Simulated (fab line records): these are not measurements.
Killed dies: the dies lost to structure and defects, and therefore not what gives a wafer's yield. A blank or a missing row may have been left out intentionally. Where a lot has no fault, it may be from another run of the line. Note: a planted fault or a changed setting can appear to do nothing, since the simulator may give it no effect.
fab line records -- flow sky130
record: lots: 11, wafers: 33, last-day: 50
route steps=708 shown FIELD_ISO@16 SONOS_ONO@168 POLY_GATE@218
lots that met no fault: from a run of the same line without faults
start-h: the number of hours between the record's first day and the start of the first shown wafer of the lot -- wait-h: how many hours have passed since the lot's step before this one -- " the same as in the row above -- L1.1+2: a row that stands for several wafers -- - no value present, or no start provided -- * or withheld: withheld -- < > ~ a bound
route shown NAME@n: a module of which the file shows steps, and the number in the route of the first -- usual: mean and standard deviation over wafers with no fault -- same: alike in all rows -- chamber/n: place in a boat -- sites: readings site by site -- _std_site: standard deviation of those values -- _edge_site: the outer-site mean with the inner-site mean subtracted -- radius-mm: how far each site lies from the wafer's centre -- mask NAME#n: copy n -- behind: the tool/chamber that last shaped the wafer -- hold: cause of the lot's hold/its duration in hours/its outcome -- device: transistor that didn't switch, given as n, p or np -- end of line: the route-end tests of the same wafers -- step lacking rows: just its recipe -- killed: the dies lost at the first sort to structure and to defects; this is not the yield of the wafer -- map: dies across one wafer; x = killed, . = not, _ = none there
set.NAME: the setting that was run; set.NAME@STEP: the one run at that earlier step -- model.NAME: the simulator's own value behind a step, which no gauge read
route steps across a sampled set of lots; one table per step, one row per wafer
services: a tool's chamber out of use, with start hour (start-h, from the record's first day; less than 0 if before it), hours out, and reason
== steps ==
step: SKY_FIELD_ISO_ETCH_15
recipe: chemistry: CHF3/O2, target-depth-nm: 180, stop-on: Si, source-w: 600, bias-w: 200, pressure-mtorr: 40, chf3-flow-sccm: 50, O2_flow_sccm: 5, time-s: 72
usual: chamber-pressure-mTorr: 40.00/0.033, drypump-motor-current-A: 5.7/0.64, oes-product-au: 0.945/0.0069, throttle-valve-pct: 8.843/0.0094
lot.wafer,tool,chamber,start-h,wait-h,chamber-pressure-mTorr,drypump-motor-current-A,oes-product-au,rf-hours-counter-h,throttle-valve-pct
L620.2,rie-diel-02,2,28.98,0.0,40.03,5.4,0.942,15,8.851
L620.5,rie-diel-02,3,28.98,0.0,39.98,6.2,0.939,-,8.856
L620.6,rie-diel-02,0,28.98,0.0,40.03,6.1,0.944,-,8.842
L621.2,rie-diel-04,0,34.01,0.0,40.01,6.3,0.935,1,8.847
L621.3,rie-diel-04,3,34.01,0.0,40.08,6.1,0.927,12,8.838
L621.4,rie-diel-04,0,34.01,0.0,40.03,6.3,0.943,-,8.853
L622.3,rie-diel-04,0,39.46,0.0,39.99,6.3,0.943,1,8.836
L622.4,rie-diel-04,0,39.46,0.0,39.99,6.3,0.936,-,8.841
L622.6,rie-diel-04,1,39.46,0.0,39.95,5.6,0.935,-,8.847
L623.2,rie-diel-03,0,47.08,0.0,39.99,4.9,0.948,89,8.828
L623.3,rie-diel-03,1,47.08,0.0,39.99,5.4,0.946,66,8.835
L623.6,rie-diel-03,1,47.08,0.0,40.03,5.4,0.948,-,8.833
L624.2,rie-diel-03,2,50.28,0.0,39.94,6.7,0.943,148,8.835
L624.3,rie-diel-03,0,50.28,0.0,40.03,4.9,0.954,89,8.842
L624.5,rie-diel-03,0,50.28,0.0,39.98,4.9,0.961,-,8.853
L625.2,rie-diel-03,2,54.49,0.0,40.03,6.7,0.933,148,8.849
L625.5,rie-diel-03,2,54.49,0.0,39.99,6.7,0.937,-,8.853
L625.6,rie-diel-03,3,54.49,0.0,40.03,4.9,0.939,-,8.851
L632.1,rie-diel-04,3,91.24,0.0,39.99,6.1,0.951,13,8.841
L632.4,rie-diel-04,2,91.24,0.0,39.96,5.7,0.947,1,8.832
L632.5,rie-diel-04,1,91.24,0.0,40.03,5.6,0.942,-,8.847
L633.3,rie-diel-03,2,96.39,0.0,40.02,6.7,0.937,149,8.846
L633.4,rie-diel-03,0,96.39,0.0,40.03,4.9,0.939,90,8.832
L633.5,rie-diel-03,3,96.39,0.0,39.97,4.9,0.928,-,8.820
L641.3,rie-diel-04,2,139.09,0.0,40.02,5.7,0.944,2,8.841
L641.4,rie-diel-04,0,139.09,0.0,40.05,6.3,0.923,3,8.840
L641.6,rie-diel-04,3,139.09,0.0,40.02,6.2,0.931,-,8.830
L642.2,rie-diel-04,2,143.44,0.0,39.99,5.7,0.953,2,8.842
L642.4,rie-diel-04,3,143.44,0.0,40.02,6.1,0.949,14,8.854
L642.5,rie-diel-04,3,143.44,0.0,40.05,6.1,0.940,-,8.840
L643.1,rie-diel-02,2,148.33,0.0,39.93,5.4,0.940,18,8.847
L643.5,rie-diel-02,2,148.33,0.0,40.07,5.4,0.949,-,8.825
L643.6,rie-diel-02,3,148.33,0.0,40.01,6.2,0.949,-,8.831
step: SKY_FIELD_ISO_THK_MEAS_23
recipe: reads: SiO2_of_FIELD_ISO_OXIDATION_22
usual: FIELD_ISO_OXIDATION_01_THK: 9.98/0.15
lot.wafer,tool,chamber,start-h,wait-h,FIELD_ISO_OXIDATION_01_THK[nm]
L620.2,film-metro-03,-,31.36,0.0,10.05
L620.5,film-metro-03,-,31.36,0.0,10.01
L620.6,film-metro-03,-,31.36,0.0,10.06
L621.2,film-metro-03,-,35.70,0.0,10.17
L621.3,film-metro-03,-,35.70,0.0,10.12
L621.4,film-metro-03,-,35.70,0.0,10.04
L622.3,film-metro-02,-,41.20,0.0,9.77
L622.4,film-metro-02,-,41.20,0.0,9.80
L622.6,film-metro-02,-,41.20,0.0,9.91
L623.2,film-metro-02,-,49.43,0.0,10.00
L623.3,film-metro-02,-,49.43,0.0,10.17
L623.6,film-metro-02,-,49.43,0.0,9.96
L624.2,film-metro-02,-,53.08,0.0,9.90
L624.3,film-metro-02,-,53.08,0.0,9.67
L624.5,film-metro-02,-,53.08,0.0,9.76
L625.2,film-metro-01,-,56.17,0.0,9.96
L625.5,film-metro-01,-,56.17,0.0,9.96
L625.6,film-metro-01,-,56.17,0.0,9.71
L632.1,film-metro-01,-,93.73,0.0,10.08
L632.4,film-metro-01,-,93.73,0.0,10.05
L632.5,film-metro-01,-,93.73,0.0,10.09
L633.3,film-metro-01,-,99.36,0.0,9.93
L633.4,film-metro-01,-,99.36,0.0,9.86
L633.5,film-metro-01,-,99.36,0.0,9.87
L641.3,film-metro-03,-,141.91,0.0,10.11
L641.4,film-metro-03,-,141.91,0.0,10.25
L641.6,film-metro-03,-,141.91,0.0,10.06
L642.2,film-metro-02,-,145.99,0.0,9.90
L642.4,film-metro-02,-,145.99,0.0,9.84
L642.5,film-metro-02,-,145.99,0.0,9.91
L643.1,film-metro-01,-,150.17,0.0,10.02
L643.5,film-metro-01,-,150.17,0.0,9.93
L643.6,film-metro-01,-,150.17,0.0,9.98
step: SKY_SONOS_ONO_OXIDATION_00
recipe: temp-c: 800, ambient: O2, idle-temp-c: 700, ramp-up-c-per-min: 10, ramp-down-c-per-min: 3, stabilise-s: 600, purge-s: 300, target-thk-a: 26, ox-time-s: 1249
usual: ramp-up-c-per-min: 10.000/0.0017, spike-tc-bottom-C: 821.4/1.8, spike-tc-centre-C: 801.5/1.1, spike-tc-lower-C: 799.4/1.1, spike-tc-top-C: 815.4/1.6, spike-tc-upper-C: 799.7/1, tube-center-temp-C: 800/0.062, tube_center_temp_C_max: 802.1/0.32, zone-power-centre-pct: 13.56/0.24, zone-power-top-pct: 26.6/0.34
lot.wafer,tool,chamber,start-h,wait-h,ramp-up-c-per-min,spike-tc-bottom-C,spike-tc-centre-C,spike-tc-lower-C,spike-tc-top-C,spike-tc-upper-C,tube-center-temp-C,tube_center_temp_C_max,zone-power-centre-pct,zone-power-top-pct
L620.2,furnace-01,0,249.86,0.8,10.000,821.2,802.3,800.1,816.6,799.4,800.05,801.7,13.53,26.7
L620.5,furnace-01,0,249.86,0.8,10.002,821.2,803.2,797.5,816.6,800.6,800.06,802.5,13.35,26.5
L620.6,furnace-01,0,249.86,0.8,9.9976,819.4,800.6,797.7,814.8,800.6,799.88,802.5,13.69,27.1
L621.2,furnace-01,0,257.83,1.2,10.001,820.7,801.0,799.6,816.6,799.3,799.88,802.0,13.60,27.2
L621.3,furnace-01,0,257.83,1.2,9.9984,821.7,799.9,798.2,816.1,798.1,799.93,802.1,13.49,26.4
L621.4,furnace-01,0,257.83,1.2,9.9995,819.7,801.4,799.2,815.5,799.3,799.9,802.0,13.42,27.1
L622.3,furnace-01,0,268.44,0.8,10.001,818.8,802.5,798.7,816.4,800.4,800.02,801.9,13.54,26.5
L622.4,furnace-01,0,268.44,0.8,10.000,819.2,802.1,798.8,815.6,801.2,799.98,801.4,13.48,26.6
L622.6,furnace-01,0,268.44,0.8,10.002,819.4,801.6,797.9,817.3,801.8,799.96,802.1,13.39,26.8
L623.2,furnace-01,0,276.63,0.1,9.9984,820.4,801.5,799.4,815.4,801.2,799.98,801.9,13.66,26.8
L623.3,furnace-01,0,276.63,0.1,10.004,820.6,803.4,799.9,816.0,798.6,800.05,802.4,13.37,26.6
L623.6,furnace-01,0,276.63,0.1,9.9985,820.6,801.7,798.2,816.4,797.7,800.01,801.9,13.52,27.2
L624.2,furnace-02,0,282.50,1.0,9.9979,823.4,799.5,799.5,813.7,798.9,800.01,801.9,13.68,26.2
L624.3,furnace-02,0,282.50,1.0,10.001,824.4,799.7,799.4,814.7,799.5,800.03,801.6,13.91,26.9
L624.5,furnace-02,0,282.50,1.0,9.9986,824.3,801.7,799.2,815.6,801.6,800.09,802.2,14.05,26.4
L625.2,furnace-01,0,287.57,2.7,9.9981,820.6,802.4,799.0,817.1,799.3,799.94,802.0,13.45,26.5
L625.5,furnace-01,0,287.57,2.7,9.9973,821.9,800.2,802.2,814.9,799.4,800.1,802.2,13.50,26.3
L625.6,furnace-01,0,287.57,2.7,10.001,821.0,801.1,797.8,817.5,801.6,799.95,801.8,13.25,26.4
L632.1,furnace-01,0,346.75,0.6,10.001,835.2,818.8,813.5,830.9,814.0,814.17,815.9,13.93,27.5
L632.4,furnace-01,0,346.75,0.6,10.002,834.7,815.3,813.4,829.5,813.6,814.18,816.3,13.87,28.3
L632.5,furnace-01,0,346.75,0.6,10.001,834.1,813.9,814.2,827.9,815.6,814.17,816.6,13.88,27.7
L633.3,furnace-01,0,356.12,1.2,10.002,833.4,815.7,812.4,829.5,813.3,814.25,816.3,13.89,27.9
L633.4,furnace-01,0,356.12,1.2,10.002,833.4,816.9,813.5,828.4,812.0,814.19,816.5,13.68,27.4
L633.5,furnace-01,0,356.12,1.2,9.9997,835.2,816.7,811.0,830.8,814.2,814.18,815.8,13.90,27.5
L641.3,furnace-02,0,419.06,1.0,10.003,823.9,798.6,800.6,813.8,798.7,799.94,801.8,13.73,26.2
L641.4,furnace-02,0,419.06,1.0,10.003,824.9,800.5,800.0,814.0,799.9,799.96,801.9,14.14,26.4
L641.6,furnace-02,0,419.06,1.0,9.9978,824.5,800.3,801.0,812.8,799.3,799.86,802.1,13.88,26.0
L642.2,furnace-01,0,428.02,1.9,10.003,821.8,802.5,799.1,813.9,798.7,799.98,802.2,13.56,26.2
L642.4,furnace-01,0,428.02,1.9,9.9987,818.9,800.4,799.5,815.8,798.3,800.07,802.0,13.22,26.4
L642.5,furnace-01,0,428.02,1.9,10.001,819.9,801.6,799.3,816.7,799.4,799.96,802.0,13.43,26.7
L643.1,furnace-01,0,436.37,0.1,10.003,820.3,803.7,799.3,818.2,797.6,799.97,802.1,13.48,26.6
L643.5,furnace-01,0,436.37,0.1,9.9996,820.3,802.5,799.6,818.3,800.0,799.81,801.5,13.35,26.8
L643.6,furnace-01,0,436.37,0.1,9.9997,820.4,801.4,798.5,815.9,800.9,799.96,801.9,13.46,26.9
step: SKY_SONOS_ONO_THK_MEAS_01
recipe: reads: SiO2_of_SONOS_ONO_OXIDATION_00
usual: SONOS_ONO_OXIDATION_THK: 2.59/0.058
lot.wafer,tool,chamber,start-h,wait-h,SONOS_ONO_OXIDATION_THK[nm]
L620.2,film-metro-01,-,251.22,0.0,2.53
L620.5,film-metro-01,-,251.22,0.0,2.58
L620.6,film-metro-01,-,251.22,0.0,2.66
L621.2,film-metro-03,-,259.18,0.0,2.59
L621.3,film-metro-03,-,259.18,0.0,2.61
L621.4,film-metro-03,-,259.18,0.0,2.62
L622.3,film-metro-01,-,269.81,0.0,2.60
L622.4,film-metro-01,-,269.81,0.0,2.59
L622.6,film-metro-01,-,269.81,0.0,2.59
L623.2,film-metro-03,-,277.99,0.0,2.62
L623.3,film-metro-03,-,277.99,0.0,2.62
L623.6,film-metro-03,-,277.99,0.0,2.61
L624.2,film-metro-02,-,283.85,0.0,2.51
L624.3,film-metro-02,-,283.85,0.0,2.58
L624.5,film-metro-02,-,283.85,0.0,2.51
L625.2,film-metro-02,-,288.93,0.0,2.69
L625.5,film-metro-02,-,288.93,0.0,2.65
L625.6,film-metro-02,-,288.93,0.0,2.59
L632.1,film-metro-02,-,348.10,0.0,3.07
L632.4,film-metro-02,-,348.10,0.0,3.02
L632.5,film-metro-02,-,348.10,0.0,3.08
L633.3,film-metro-02,-,357.49,0.0,3.07
L633.4,film-metro-02,-,357.49,0.0,3.12
L633.5,film-metro-02,-,357.49,0.0,3.14
L641.3,film-metro-01,-,420.43,0.0,2.56
L641.4,film-metro-01,-,420.43,0.0,2.60
L641.6,film-metro-01,-,420.43,0.0,2.59
L642.2,film-metro-03,-,429.37,0.0,2.60
L642.4,film-metro-03,-,429.37,0.0,2.55
L642.5,film-metro-03,-,429.37,0.0,2.56
L643.1,film-metro-02,-,437.72,0.0,2.63
L643.5,film-metro-02,-,437.72,0.0,2.59
L643.6,film-metro-02,-,437.72,0.0,2.59
step: SKY_POLY_GATE_THK_MEAS_04
recipe: reads: Si3N4_of_POLY_GATE_CVD_03
usual: POLY_GATE_CVD_03_THK: 74.7/0.56
lot.wafer,tool,chamber,start-h,wait-h,POLY_GATE_CVD_03_THK[nm]
L620.2,film-metro-04,-,344.85,0.0,74.6
L620.5,film-metro-04,-,344.85,0.0,74.6
L620.6,film-metro-04,-,344.85,0.0,75.0
L621.2,film-metro-02,-,355.63,0.0,74.2
L621.3,film-metro-02,-,355.63,0.0,74.1
L621.4,film-metro-02,-,355.63,0.0,74.0
L622.3,film-metro-02,-,367.14,0.0,73.1
L622.4,film-metro-02,-,367.14,0.0,74.8
L622.6,film-metro-02,-,367.14,0.0,73.6
L623.2,film-metro-02,-,375.08,0.0,76.1
L623.3,film-metro-02,-,375.08,0.0,75.9
L623.6,film-metro-02,-,375.08,0.0,75.3
L624.2,film-metro-04,-,375.08,0.0,75.9
L624.3,film-metro-04,-,375.08,0.0,76.1
L624.5,film-metro-04,-,375.08,0.0,75.5
L625.2,film-metro-03,-,379.86,0.0,74.7
L625.5,film-metro-03,-,379.86,0.0,74.4
L625.6,film-metro-03,-,379.86,0.0,74.6
L632.1,film-metro-02,-,447.39,0.0,74.6
L632.4,film-metro-02,-,447.39,0.0,74.6
L632.5,film-metro-02,-,447.39,0.0,74.8
L633.3,film-metro-02,-,455.31,0.0,74.3
L633.4,film-metro-02,-,455.31,0.0,74.4
L633.5,film-metro-02,-,455.31,0.0,74.1
L641.3,film-metro-04,-,523.63,0.0,75.1
L641.4,film-metro-04,-,523.63,0.0,74.6
L641.6,film-metro-04,-,523.63,0.0,75.4
L642.2,film-metro-04,-,532.28,0.0,74.3
L642.4,film-metro-04,-,532.28,0.0,75.3
L642.5,film-metro-04,-,532.28,0.0,74.9
L643.1,film-metro-02,-,538.17,0.0,74.4
L643.5,film-metro-02,-,538.17,0.0,74.1
L643.6,film-metro-02,-,538.17,0.0,74.0
== services ==
tool,chamber,start-h,hours,kind
furnace-02,-,6.02,4.0,pm
rie-diel-02,2,18.43,2.8,repair
rie-diel-02,1,32.89,19.4,repair
rie-diel-03,1,64.20,8.0,repair
furnace-01,-,94.94,3.1,pm
rie-diel-04,3,97.70,2.9,repair
rie-diel-04,3,113.16,3.0,repair
furnace-02,-,115.93,4.2,pm
rie-diel-04,-,135.40,2.8,pm
furnace-02,-,182.09,1.8,repair
rie-diel-03,3,182.86,2.9,repair
rie-diel-02,0,189.54,5.2,repair
furnace-02,-,197.04,2.4,pm
rie-diel-03,-,232.08,0.3,repair
furnace-01,-,263.61,3.3,pm
rie-diel-04,3,265.74,6.3,repair
furnace-01,-,283.13,3.3,pm
furnace-02,-,286.77,4.9,pm
furnace-02,-,291.69,2.6,pm
rie-diel-04,3,305.64,3.4,repair
rie-diel-02,-,329.98,0.3,repair
rie-diel-04,-,359.33,2.4,repair
rie-diel-04,0,382.68,4.6,repair
rie-diel-03,3,401.52,14.9,repair
== key ==
first-sign: step: SKY_SONOS_ONO_OXIDATION_00, reading: tube-center-temp-C, direction: up, sigmas: 99+, usual: *, struck: *
effect: step: SKY_SONOS_ONO_OXIDATION_00, reading: tube_center_temp_C_max, direction: up, sigmas: 44, usual: *, struck: *
effect: step: SKY_SONOS_ONO_THK_MEAS_01, reading: SONOS_ONO_OXIDATION_THK, direction: up, sigmas: 8.5, usual: 2.59, struck: 3.08
met-at SKY_SONOS_ONO_OXIDATION_00
struck-lots L632,L633
tester-left-out L632,L633
not-acting-at SKY_FIELD_ISO_ETCH_15,SKY_FIELD_ISO_THK_MEAS_23,SKY_POLY_GATE_THK_MEAS_04
onset-between 287.57 346.75
fault: kind: process-parameter-drift, tool: furnace-01, chamber: -, onset-h: 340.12, steps: SKY_SONOS_ONO_OXIDATION_00, channel: temp-c, offset: *, shape: step, end-h: 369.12, acts-in: *, stated: *
tester-left-out: of these lots the tester's yield and bins aren't shown, on N5 and GAA mostly nor the transistor test; their killed dies are dies lost to structure and defects alone, not to doping, threshold or leakage, so they don't give the yield
